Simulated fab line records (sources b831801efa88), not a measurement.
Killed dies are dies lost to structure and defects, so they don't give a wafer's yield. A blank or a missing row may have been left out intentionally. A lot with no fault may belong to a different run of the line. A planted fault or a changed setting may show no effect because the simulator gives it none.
Which tool did it? | flow sfq_line | at 1 step of a route of 325, 15 lots with 42 wafers sampled

== WHAT THE GAUGES READ, wafer by wafer ==
The record lacks any reading of a measuring or inspecting step that a usual standard deviation could be used to judge.

== EACH LOT AND THE TOOL THAT RAN IT (in order: tool; ch and the chambers of the sampled wafers; start) ==
lot  | SFQ_TRILAYER_I0_VIA_BARC_OPEN_VIA_ETCH_046
L676 | rie_diel-02 ch 0,1,3, day 16 20:03
L677 | rie_diel-02 ch 0,1,3, day 17 04:27
L678 | rie_diel-02 ch 0,3, day 18 05:39
L679 | rie_diel-02 ch 0,2, day 18 15:15
L680 | rie_diel-04 ch 0,2, day 19 02:30
L681 | rie_diel-03 ch 0,3, day 19 15:42
L683 | rie_diel-02 ch 1,2,3, day 19 21:49
L684 | rie_diel-02 ch 0,1,2, day 20 14:37
L685 | rie_diel-02 ch 2, day 20 19:25
L687 | rie_diel-02 ch 2,3, day 21 12:20
L688 | rie_diel-02 ch 1,2, day 21 19:32
L694 | rie_diel-03 ch 0,1,2, day 25 11:30
L695 | rie_diel-02 ch 0,1,3, day 26 12:37
L696 | rie_diel-03 ch 0,1,2, day 27 03:16
L698 | rie_diel-02 ch 0,3, day 27 15:16
- SFQ_TRILAYER_I0_VIA_BARC_OPEN_VIA_ETCH_046: etches BARC in O2, target depth 125 nm, time 41.7 s.

== AS READ BY THE TOOLS THEMSELVES (means over the sampled wafers that have a number; for cases with no such wafer, the mark the record gives instead) ==
SFQ_TRILAYER_I0_VIA_BARC_OPEN_VIA_ETCH_046.
lot  | tool        | drypump_motor_current_A (A) | oes_product_au (a.u.) | run_length_s (s)
L676 | rie_diel-02 | 5.7                         | 0.685                 | 70.3
L677 | rie_diel-02 | 5.7                         | 0.682                 | 70.5
L678 | rie_diel-02 | 5.6                         | 0.690                 | 70.4
L679 | rie_diel-02 | 5.5                         | 0.687                 | 70.3
L680 | rie_diel-04 | 5.4                         | 0.686                 | 69.7
L681 | rie_diel-03 | 5.3                         | 0.686                 | 70.5
L683 | rie_diel-02 | 5.7                         | 0.686                 | 70.1
L684 | rie_diel-02 | 5.6                         | 0.687                 | 70.4
L685 | rie_diel-02 | 5.5                         | 0.732                 | 66.5
L687 | rie_diel-02 | 5.7                         | 0.709                 | 68.4
L688 | rie_diel-02 | 5.7                         | 0.712                 | 68.5
L694 | rie_diel-03 | 5.6                         | 0.686                 | 70.3
L695 | rie_diel-02 | 5.7                         | 0.688                 | 70.4
L696 | rie_diel-03 | 5.6                         | 0.684                 | 70.5
L698 | rie_diel-02 | 5.7                         | 0.684                 | 70.1

== THE ANSWER, worked out from the rows above alone ==
Rule: what is usual is taken from the lots themselves. Put in order of their means at a reading, lots are off if they are a third of the lots or fewer, leave a main group of 4 or more, and stand apart from it by a gap of 3 or more times the standard deviation of the main group's means; of several such gaps the widest counts. A main group is skipped when, at the precision printed for the reading in the tables above, its means are all equal. Also off: a lot with no number at a reading for which 4 or more lots have one. Any other lot the step has rows for is counted as sound. After the gauges, taken in route order, come the tools' own readings; for these a lot's mean is taken, as printed above. At the first step where some lot is off, the reading lying furthest off is the one used; lots without a number count as furthest.
Off, at SFQ_TRILAYER_I0_VIA_BARC_OPEN_VIA_ETCH_046 on oes_product_au: L685, L687, L688. The main group has a mean of 0.686 a.u. with a standard deviation of 0.002.
A tool fits if, at that step or a process step before it, it ran every lot that is off, and no sound lot after the first of them. No candidate that was tried fits.

== WHAT HAD BEEN PUT IN BY THE SIMULATOR ==
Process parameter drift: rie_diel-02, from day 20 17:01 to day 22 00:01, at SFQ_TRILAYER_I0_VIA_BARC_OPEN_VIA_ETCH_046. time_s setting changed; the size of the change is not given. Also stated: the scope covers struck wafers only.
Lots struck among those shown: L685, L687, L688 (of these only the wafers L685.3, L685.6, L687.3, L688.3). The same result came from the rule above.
